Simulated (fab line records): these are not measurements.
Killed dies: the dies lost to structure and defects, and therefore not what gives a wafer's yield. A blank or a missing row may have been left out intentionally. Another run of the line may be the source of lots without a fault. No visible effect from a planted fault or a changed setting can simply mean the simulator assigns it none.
Which tool is to blame? || flow gf180mcu || Sampling: 14 lots, 42 wafers, 4 of 602 route steps

## WHAT THE GAUGES READ, wafer by wafer
GF_SAB_CD_MEAS_09 targets a cd of 420 nm. Usual: cd-nm at 419.5 nm, with a standard deviation of 2.
{"lot": "L354", "measured": "day 14 20:13", "on": "cd-sem-01", "cd-nm (nm)": "418.4 419.2 420.9", "flag": ""}
{"lot": "L355", "measured": "day 15 09:53", "on": "cd-sem-01", "cd-nm (nm)": "422.2 420.3 421.4", "flag": ""}
{"lot": "L356", "measured": "day 15 11:22", "on": "cd-sem-01", "cd-nm (nm)": "417.7 416.1 417.6", "flag": ""}
{"lot": "L358", "measured": "day 16 04:26", "on": "cd-sem-01", "cd-nm (nm)": "416.6 418.1 416.8", "flag": ""}
{"lot": "L360", "measured": "day 16 17:01", "on": "cd-sem-02", "cd-nm (nm)": "420.9 421.1 418.5", "flag": ""}
{"lot": "L361", "measured": "day 17 07:19", "on": "cd-sem-01", "cd-nm (nm)": "419.2 418.7 418.7", "flag": ""}
{"lot": "L362", "measured": "day 17 17:23", "on": "cd-sem-02", "cd-nm (nm)": "417.4 416.6 417.5", "flag": ""}
{"lot": "L363", "measured": "day 18 07:43", "on": "cd-sem-02", "cd-nm (nm)": "420.4 418.5 418.5", "flag": ""}
{"lot": "L364", "measured": "day 18 07:57", "on": "cd-sem-01", "cd-nm (nm)": "421.9 421.3 419.6", "flag": ""}
{"lot": "L371", "measured": "day 21 03:28", "on": "cd-sem-02", "cd-nm (nm)": "419.0 417.5 420.0", "flag": ""}
{"lot": "L372", "measured": "day 21 15:51", "on": "cd-sem-01", "cd-nm (nm)": "419.8 419.8 419.2", "flag": ""}
{"lot": "L374", "measured": "day 21 22:02", "on": "cd-sem-02", "cd-nm (nm)": "421.5 420.6 419.7", "flag": ""}
{"lot": "L375", "measured": "day 22 10:25", "on": "cd-sem-02", "cd-nm (nm)": "418.8 420.7 419.2", "flag": ""}
{"lot": "L376", "measured": "day 22 11:28", "on": "cd-sem-01", "cd-nm (nm)": "416.2 418.2 418.0", "flag": ""}

GF_CONTACT_RS_MEAS_25: measures by four-point-probe. Usual: CONTACT_W_RS gives 0.381 ohm/sq (standard deviation 0.0056).
{"lot": "L354", "measured": "day 15 20:18", "on": "film-metro-02", "CONTACT_W_RS (ohm/sq)": "0.385 0.386 0.389", "flag": ""}
{"lot": "L355", "measured": "day 16 11:37", "on": "film-metro-01", "CONTACT_W_RS (ohm/sq)": "0.383 0.387 0.383", "flag": ""}
{"lot": "L356", "measured": "day 16 12:36", "on": "film-metro-02", "CONTACT_W_RS (ohm/sq)": "0.379 0.374 0.381", "flag": ""}
{"lot": "L358", "measured": "day 17 05:01", "on": "film-metro-02", "CONTACT_W_RS (ohm/sq)": "0.383 0.377 0.383", "flag": ""}
{"lot": "L360", "measured": "day 17 18:35", "on": "film-metro-04", "CONTACT_W_RS (ohm/sq)": "0.380 0.387 0.379", "flag": ""}
{"lot": "L361", "measured": "day 18 09:16", "on": "film-metro-01", "CONTACT_W_RS (ohm/sq)": "0.385 0.389 0.386", "flag": ""}
{"lot": "L362", "measured": "day 18 20:11", "on": "film-metro-02", "CONTACT_W_RS (ohm/sq)": "0.386 0.379 0.378", "flag": ""}
{"lot": "L363", "measured": "day 19 10:40", "on": "film-metro-02", "CONTACT_W_RS (ohm/sq)": "0.381 0.386 0.375", "flag": ""}
{"lot": "L364", "measured": "day 19 11:06", "on": "film-metro-04", "CONTACT_W_RS (ohm/sq)": "0.388 0.388 0.384", "flag": ""}
{"lot": "L371", "measured": "day 22 05:56", "on": "film-metro-01", "CONTACT_W_RS (ohm/sq)": "0.376 0.371 0.378", "flag": ""}
{"lot": "L372", "measured": "day 22 17:35", "on": "film-metro-04", "CONTACT_W_RS (ohm/sq)": "0.383 0.378 0.387", "flag": ""}
{"lot": "L374", "measured": "day 22 23:59", "on": "film-metro-02", "CONTACT_W_RS (ohm/sq)": "0.381 0.386 0.374", "flag": ""}
{"lot": "L375", "measured": "day 23 11:35", "on": "film-metro-02", "CONTACT_W_RS (ohm/sq)": "0.374 0.371 0.388", "flag": ""}
{"lot": "L376", "measured": "day 23 12:35", "on": "film-metro-01", "CONTACT_W_RS (ohm/sq)": "0.381 0.378 0.379", "flag": ""}

GF_M1_CD_MEAS_14 targets a cd of 230 nm. Usual: cd-nm at 229.8 nm, with a standard deviation of 1.
{"lot": "L354", "measured": "day 16 19:59", "on": "cd-sem-02", "cd-nm (nm)": "228.5 228.6 228.8", "flag": ""}
{"lot": "L355", "measured": "day 17 11:54", "on": "cd-sem-02", "cd-nm (nm)": "230.1 230.2 229.8", "flag": ""}
{"lot": "L356", "measured": "day 17 12:40", "on": "cd-sem-01", "cd-nm (nm)": "231.8 231.2 232.2", "flag": ""}
{"lot": "L358", "measured": "day 18 05:27", "on": "cd-sem-01", "cd-nm (nm)": "230.0 230.1 230.3", "flag": ""}
{"lot": "L360", "measured": "day 18 19:34", "on": "cd-sem-01", "cd-nm (nm)": "229.3 228.7 230.1", "flag": ""}
{"lot": "L361", "measured": "day 19 10:56", "on": "cd-sem-02", "cd-nm (nm)": "231.0 229.6 229.5", "flag": ""}
{"lot": "L362", "measured": "day 19 21:52", "on": "cd-sem-01", "cd-nm (nm)": "229.7 231.1 229.7", "flag": ""}
{"lot": "L363", "measured": "day 20 11:39", "on": "cd-sem-01", "cd-nm (nm)": "230.9 230.4 230.0", "flag": ""}
{"lot": "L364", "measured": "day 20 12:34", "on": "cd-sem-01", "cd-nm (nm)": "229.9 230.1 228.6", "flag": ""}
{"lot": "L371", "measured": "day 23 05:43", "on": "cd-sem-01", "cd-nm (nm)": "229.2 229.8 229.4", "flag": ""}
{"lot": "L372", "measured": "day 23 16:31", "on": "cd-sem-02", "cd-nm (nm)": "229.8 230.8 229.3", "flag": ""}
{"lot": "L374", "measured": "day 23 23:24", "on": "cd-sem-01", "cd-nm (nm)": "229.1 228.2 228.8", "flag": ""}
{"lot": "L375", "measured": "day 24 09:53", "on": "cd-sem-01", "cd-nm (nm)": "230.1 230.9 229.4", "flag": ""}
{"lot": "L376", "measured": "day 24 10:58", "on": "cd-sem-02", "cd-nm (nm)": "231.0 232.1 230.5", "flag": ""}

## TOOL THAT RAN EACH LOT (tool first, then ch and the chambers of the sampled wafers, then the start)
{"lot": "L354", "GF_M1_SOFTBAKE_10": "litho-track-03 ch 0, day 16 08:49"}
{"lot": "L355", "GF_M1_SOFTBAKE_10": "litho-track-01 ch 0, day 16 23:30"}
{"lot": "L356", "GF_M1_SOFTBAKE_10": "litho-track-03 ch 0, day 17 00:34"}
{"lot": "L358", "GF_M1_SOFTBAKE_10": "litho-track-03 ch 0, day 17 17:54"}
{"lot": "L360", "GF_M1_SOFTBAKE_10": "litho-track-04 ch 0, day 18 06:59"}
{"lot": "L361", "GF_M1_SOFTBAKE_10": "litho-track-03 ch 0, day 18 22:23"}
{"lot": "L362", "GF_M1_SOFTBAKE_10": "litho-track-03 ch 0, day 19 09:16"}
{"lot": "L363", "GF_M1_SOFTBAKE_10": "litho-track-04 ch 0, day 19 23:40"}
{"lot": "L364", "GF_M1_SOFTBAKE_10": "litho-track-04 ch 0, day 20 00:13"}
{"lot": "L371", "GF_M1_SOFTBAKE_10": "litho-track-04 ch 0, day 22 18:40"}
{"lot": "L372", "GF_M1_SOFTBAKE_10": "litho-track-01 ch 0, day 23 05:17"}
{"lot": "L374", "GF_M1_SOFTBAKE_10": "litho-track-04 ch 0, day 23 11:40"}
{"lot": "L375", "GF_M1_SOFTBAKE_10": "litho-track-03 ch 0, day 23 23:44"}
{"lot": "L376", "GF_M1_SOFTBAKE_10": "litho-track-03 ch 0, day 24 00:19"}
- GF_M1_SOFTBAKE_10: time 60 s.

## AS READ BY THE TOOLS THEMSELVES (means over the sampled wafers that have a number; for cases with no such wafer, the mark the record gives instead)
GF_M1_SOFTBAKE_10. Usual: run-length-s at 89.21 s, with a standard deviation of 0.17.
{"lot": "L354", "tool": "litho-track-03", "run-length-s (s)": 89.34, "flag": ""}
{"lot": "L355", "tool": "litho-track-01", "run-length-s (s)": 88.98, "flag": ""}
{"lot": "L356", "tool": "litho-track-03", "run-length-s (s)": 89.27, "flag": ""}
{"lot": "L358", "tool": "litho-track-03", "run-length-s (s)": 89.33, "flag": ""}
{"lot": "L360", "tool": "litho-track-04", "run-length-s (s)": 89.16, "flag": ""}
{"lot": "L361", "tool": "litho-track-03", "run-length-s (s)": 89.33, "flag": ""}
{"lot": "L362", "tool": "litho-track-03", "run-length-s (s)": 89.32, "flag": ""}
{"lot": "L363", "tool": "litho-track-04", "run-length-s (s)": 89.22, "flag": ""}
{"lot": "L364", "tool": "litho-track-04", "run-length-s (s)": 89.40, "flag": ""}
{"lot": "L371", "tool": "litho-track-04", "run-length-s (s)": 92.35, "flag": "OFF"}
{"lot": "L372", "tool": "litho-track-01", "run-length-s (s)": 88.90, "flag": ""}
{"lot": "L374", "tool": "litho-track-04", "run-length-s (s)": 92.38, "flag": "OFF"}
{"lot": "L375", "tool": "litho-track-03", "run-length-s (s)": 89.22, "flag": ""}
{"lot": "L376", "tool": "litho-track-03", "run-length-s (s)": 89.32, "flag": ""}

## THE ANSWER, worked out from the rows above alone
Rule: a lot counts as off when the mean over its wafers that have a number is more than 3 standard deviations away from the usual mean. Also off: a lot with no number at a reading for which 4 or more lots have one. Where the step has rows for the other lots, those lots are counted as sound. After the gauges, taken in route order, come the tools' own readings; for these a lot's mean is taken, as printed above. The first step at which some lot is off is used, and at that step the reading that is off furthest; a lot without a number counts as furthest.
Off at GF_M1_SOFTBAKE_10 (run-length-s): L371, L374.
If a tool, at that step or one of the process steps before it, ran each lot that is off and ran no sound lot following the first of them, it fits. One candidate fits, namely litho-track-04 at GF_M1_SOFTBAKE_10. Its last sound lot is L364 (day 20 00:13), its first lot that is off L371 (day 22 18:40): a fault that began between those two fits.
On the lots that are off, the tool's own readings at GF_M1_SOFTBAKE_10 differ by more than 5 times the standard deviation of the sound lots' means, which bears it out; run-length-s reads 92.36 s there versus 89.23 s on the sound lots.

## WHAT THE SIMULATOR PUT IN
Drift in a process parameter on litho-track-04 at GF_M1_SOFTBAKE_10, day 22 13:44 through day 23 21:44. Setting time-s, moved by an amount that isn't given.
Shown lots that were struck: L371, L374. This agrees with what the rule above found.
